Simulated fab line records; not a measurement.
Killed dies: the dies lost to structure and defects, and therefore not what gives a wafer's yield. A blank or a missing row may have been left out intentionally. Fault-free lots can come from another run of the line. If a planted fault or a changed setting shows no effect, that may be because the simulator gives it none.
Matching of chambers    flow gf180mcu    GF_V5_CVD_02 on pecvd-03 has 3 sister chambers
The step deposits SiO2 from TEOS, target thk 1450 nm, time 163.28 s. 3 wafers are shown with their chamber, then 8 later ones without.

## WAFERS PAIRED WITH THEIR CHAMBERS
wafer   chamber  heater-power-w (W)
L467.1  2        677
L467.3  1        593
L468.1  0        768

## WAFERS MISSING THEIR CHAMBER
wafer   heater-power-w (W)
L468.2  658
L468.6  598
L470.3  596
L470.5  735
L470.6  537
L471.1  596
L471.3  741
L471.4  481

## EACH ONE'S CHAMBER
wafer   from the rows above           in truth
L468.2  can't be placed: 2 or 1 or 0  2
L468.6  can't be placed: 1 or 2       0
L470.3  can't be placed: 1 or 2       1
L470.5  can't be placed: 0 or 2       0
L470.6  can't be placed: 1 or 2       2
L471.1  can't be placed: 1 or 2       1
L471.3  can't be placed: 0 or 2       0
L471.4  can't be placed: 1 or 2       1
Correct placement for 0 of the 8. Cannot be placed on the basis of these rows: 8; the candidates contain the true chamber in 7. Wrongly placed: 0.
How it was worked out, from the rows above alone: a wafer's distance from a chamber is the root of the sum, over the readings, of the square of ((its reading less the chamber's mean) divided by the reading's scatter). The wafer belongs to the nearest chamber; if the next one is less than 2 further off, it can't be placed. Each chamber's mean is taken over the wafers shown for it. The scatter: with one shown wafer a chamber, the root of the mean of the squares of how far each hidden wafer lies from its nearest shown one.
